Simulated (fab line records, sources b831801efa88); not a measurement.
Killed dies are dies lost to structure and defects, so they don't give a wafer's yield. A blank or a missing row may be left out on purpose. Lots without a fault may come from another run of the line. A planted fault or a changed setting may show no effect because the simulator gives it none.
A struck lot beside a sound one | flow sky130 | 16 steps out of a route of 708
Sound: wafers L792.2, L792.3, L792.5. Struck: wafers L809.2, L809.3, L809.6. The cause comes at the end.
At each step with rows: each side's tool, then ch and its chambers, then its first start. Under that, the readings that differ: sound wafers | struck wafers | difference of the means | sigmas: that difference in standard deviations of wafers without a fault.
alike: readings whose means differ by less than 2 such deviations, and words and numbers that are the same on both sides. not compared: withheld readings, readings that some wafer has no value for, bounds like >300 that may hide the same value, and numbers for which the record gives no deviation and whose values overlap.
The two part at a step that has a row with sigmas, a row that says differs or no value, or rows on one side only. Numbers that don't overlap but have no deviation are shown without sigmas and don't part them. A reading that every wafer of one side lacks parts them only if that side has two wafers or more.

SKY_POLY_GATE_THK_MEAS_04:
  sound on film_metro-01, day 15 23:56; struck on film_metro-01, day 22 06:32
  reading                   | sound          | struck         | difference | sigmas
  POLY_GATE_CVD_03_THK (nm) | 76.6 76.3 75.7 | 74.9 74.5 74.5 | -1.6       | -3
then, 8 steps without rows for these wafers: SKY_POLY_GATE_DEHYDRATE_05 (time 60 s); SKY_POLY_GATE_HMDS_06 (prime time 60 s); SKY_POLY_GATE_COAT_07 (resist thk 110 nm); SKY_POLY_GATE_COAT_08 (resist thk 450 nm); SKY_POLY_GATE_SOFTBAKE_09 (time 90 s); SKY_POLY_GATE_EXPOSE_10 (exposes mask P1M, target cd 150 nm); SKY_POLY_GATE_PEB_11; SKY_POLY_GATE_DEVELOP_12 (develop time 60 s).
SKY_POLY_GATE_CD_MEAS_13: target cd 150 nm.
  sound on cd_sem-02, day 17 02:53; struck on cd_sem-01, day 23 13:18
  alike: cd_nm
SKY_POLY_GATE_OVL_MEAS_14:
  sound on overlay-01, day 17 02:59; struck on overlay-01, day 23 13:24
  alike: POLY_GATE_OVL
SKY_POLY_GATE_ETCH_15: etches BARC in N2/H2, stops on SiO2, time 118.5 s, target depth 110 nm.
  sound on rie_diel-02 ch 0,1,3, day 17 03:01; struck on rie_diel-03 ch 0,3, day 23 13:26
  alike: drypump_motor_current_A, oes_product_au, rf_fwd_power_W, throttle_valve_pct
  not compared: rf_hours_counter_h
SKY_POLY_GATE_ETCH_16: etches Si3N4 in CH3F/O2, stops on poly-Si, time 147.5 s, target depth 75 nm.
  sound on rie_diel-02 ch 0,1,3, day 17 03:06; struck on rie_diel-03 ch 0,3, day 23 13:34
  reading                                          | sound             | struck            | difference | sigmas
  oes_product_au (a.u.)                            | 0.654 0.647 0.648 | 0.637 0.635 0.635 | -0.014     | -3
  rf_fwd_power_W (W)                               | 399.7 398.2 399.0 | 333.1 335.0 333.2 | -65.2      | -47
  model.KrF-thick_of_POLY_GATE_COAT_08.thk_nm (nm) | 233.7 231 233.5   | 241.8 236.6 238.7 | +6.3       |
  alike: drypump_motor_current_A, throttle_valve_pct
  not compared: rf_hours_counter_h
SKY_POLY_GATE_ETCH_17: etches poly-Si in HBr/Cl2, stops on SiO2, target depth 180 nm, time 70.5 s.
  sound on rie_si-02 ch 1,2, day 17 03:12; struck on rie_si-01 ch 0,2, day 23 13:43
  reading                                          | sound             | struck          | difference | sigmas
  model.KrF-thick_of_POLY_GATE_COAT_08.thk_nm (nm) | 138.7 136.1 138.4 | 144.4 143 140.7 | +5.0       |
  alike: drypump_motor_current_A, mfc_cl2_sccm, oes_product_au, rf_fwd_power_W, throttle_valve_pct
  not compared: rf_hours_counter_h
SKY_POLY_GATE_STRIP_18: strips in O2/N2.
  sound on plasma_asher-01 ch 0,1, day 17 03:16; struck on plasma_asher-03 ch 0,1, day 23 13:46
  alike: drypump_motor_current_A, oes_product_au, strip_time_to_endpoint_s
  not compared: rf_hours_counter_h
-- the record jumps here: 27 days lie between the struck wafers' starts before and after (it left off in module POLY_GATE and takes up again in module PAD_OPEN, whose first step shown is number 708 of the route) --
SKY_PAD_OPEN_PROBE_99:
  sound on prober-02, day 46 14:14; struck on prober-01, day 50 12:10
  alike: killed_at_M0_to_M3, killed_at_M4_up, killed_at_contacts, killed_at_front_end, killed_at_other, killed_dies, killed_open, killed_short

WHERE THEY PART
First at SKY_POLY_GATE_THK_MEAS_04; last, within this record, at SKY_POLY_GATE_ETCH_16. Later steps at which nothing parts them and some readings are alike: SKY_POLY_GATE_ETCH_17, SKY_POLY_GATE_STRIP_18, SKY_PAD_OPEN_PROBE_99.

WHY: what the simulator had put in
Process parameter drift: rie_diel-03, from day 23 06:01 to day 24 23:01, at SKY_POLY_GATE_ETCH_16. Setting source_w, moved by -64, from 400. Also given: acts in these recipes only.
